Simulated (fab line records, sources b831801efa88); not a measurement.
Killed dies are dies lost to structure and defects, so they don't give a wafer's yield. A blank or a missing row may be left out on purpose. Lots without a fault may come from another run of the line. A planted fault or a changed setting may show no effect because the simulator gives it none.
Tool commonality check | flow sky130 | 12 lots, 42 wafers sampled

WHY IT WAS OPENED
At SKY_VT_ADJUST_LVTN_TW_MEAS_10 the reading VT_ADJUST_LVTN_TW is flagged on 2 of 12 lots. Wafers without a fault read 242.0, standard deviation 1.3.
Rule: a lot is flagged when every wafer of it that has a number lies more than 4 standard deviations from that mean, or none has a number. The other lots count as sound.

lot  | measured     | on            | VT_ADJUST_LVTN_TW, wafer by wafer   | flag
L908 | day 6 21:25  | film_metro-04 | 244.3 244.3 245.0                   |
L909 | day 7 00:04  | film_metro-01 | 241.8 243.8 243.6                   |
L911 | day 7 10:51  | film_metro-02 | 242.5 240.2 241.2                   |
L913 | day 9 01:31  | film_metro-02 | 240.8 241.5 240.1                   |
L916 | day 9 04:16  | film_metro-02 | 241.4 241.0 242.1                   |
L914 | day 9 05:12  | film_metro-01 | 241.6 240.6 240.6                   |
L918 | day 9 13:21  | film_metro-02 | 243.1 242.0 240.9                   |
L917 | day 9 14:04  | film_metro-04 | 243.2 243.3 242.9                   |
L920 | day 10 02:54 | film_metro-01 | 240.6 239.5 240.9                   |
L921 | day 10 07:28 | film_metro-02 | 242.3 241.5 241.8                   |
L930 | day 13 05:42 | film_metro-04 | 271.9 271.7 272.4 271.6 271.5 272.1 | FLAGGED
L931 | day 13 09:39 | film_metro-04 | 271.4 271.8 270.3 272.9 271.9 272.0 | FLAGGED
The numbers of the flagged lots are 271.8 on average: +29.8 against the usual, or +23 standard deviations.

WHICH TOOL RAN EACH LOT
The record holds 1 process step before the reading, out of a route of 708 steps. In each cell: the tool, then ch and the chambers that the sampled wafers went through, then the start.
lot  | flag    | SKY_VT_ADJUST_LVTN_IMPLANT_08
L908 |         | implanter-03 ch 0, day 6 21:11
L909 |         | implanter-03 ch 0, day 6 23:51
L911 |         | implanter-01 ch 0, day 7 10:36
L913 |         | implanter-03 ch 0, day 9 01:16
L916 |         | implanter-03 ch 0, day 9 04:01
L914 |         | implanter-01 ch 0, day 9 04:57
L918 |         | implanter-03 ch 0, day 9 13:06
L917 |         | implanter-01 ch 0, day 9 13:49
L920 |         | implanter-02 ch 0, day 10 02:39
L921 |         | implanter-03 ch 0, day 10 07:13
L930 | FLAGGED | implanter-01 ch 0, day 13 05:27
L931 | FLAGGED | implanter-01 ch 0, day 13 09:24
What these steps do:
- SKY_VT_ADJUST_LVTN_IMPLANT_08
- SKY_VT_ADJUST_LVTN_TW_MEAS_10

FLAGGED OVER TOTAL, TOOL BY TOOL (the gauges that took the reading come last)
step                          | tool          | lots run | flagged | share of the flagged lots | sound lots run after its first flagged lot
SKY_VT_ADJUST_LVTN_IMPLANT_08 | implanter-01  | 5        | 2       | all                       | 0
SKY_VT_ADJUST_LVTN_IMPLANT_08 | implanter-02  | 1        | 0       | none                      | -
SKY_VT_ADJUST_LVTN_IMPLANT_08 | implanter-03  | 6        | 0       | none                      | -
SKY_VT_ADJUST_LVTN_TW_MEAS_10 | film_metro-01 | 3        | 0       | none                      | -
SKY_VT_ADJUST_LVTN_TW_MEAS_10 | film_metro-02 | 5        | 0       | none                      | -
SKY_VT_ADJUST_LVTN_TW_MEAS_10 | film_metro-04 | 4        | 2       | all                       | 0

WHAT THE TABLE ALLOWS
2 rows of the table ran every flagged lot: implanter-01 at SKY_VT_ADJUST_LVTN_IMPLANT_08, film_metro-04 at SKY_VT_ADJUST_LVTN_TW_MEAS_10.
- implanter-01 at SKY_VT_ADJUST_LVTN_IMPLANT_08: 2 of its 5 lots flagged. Its last sound lot is L917 (day 9 13:49), its first flagged lot L930 (day 13 05:27): a fault that began between those two fits. Its own readings lie more than 4 standard deviations out on every wafer of the flagged lots: dose_ions_cm2, faraday_current_uA.
- film_metro-04 at SKY_VT_ADJUST_LVTN_TW_MEAS_10: 2 of its 4 lots flagged. Its last sound lot is L917 (day 9 14:04), its first flagged lot L930 (day 13 05:42): a fault that began between those two fits.
Counting lots can't tell these 2 tools apart, because each fits a fault that began at some hour. More lots, or a look at what each step does to the wafer, might.

WHAT THE SIMULATOR HAD PUT IN
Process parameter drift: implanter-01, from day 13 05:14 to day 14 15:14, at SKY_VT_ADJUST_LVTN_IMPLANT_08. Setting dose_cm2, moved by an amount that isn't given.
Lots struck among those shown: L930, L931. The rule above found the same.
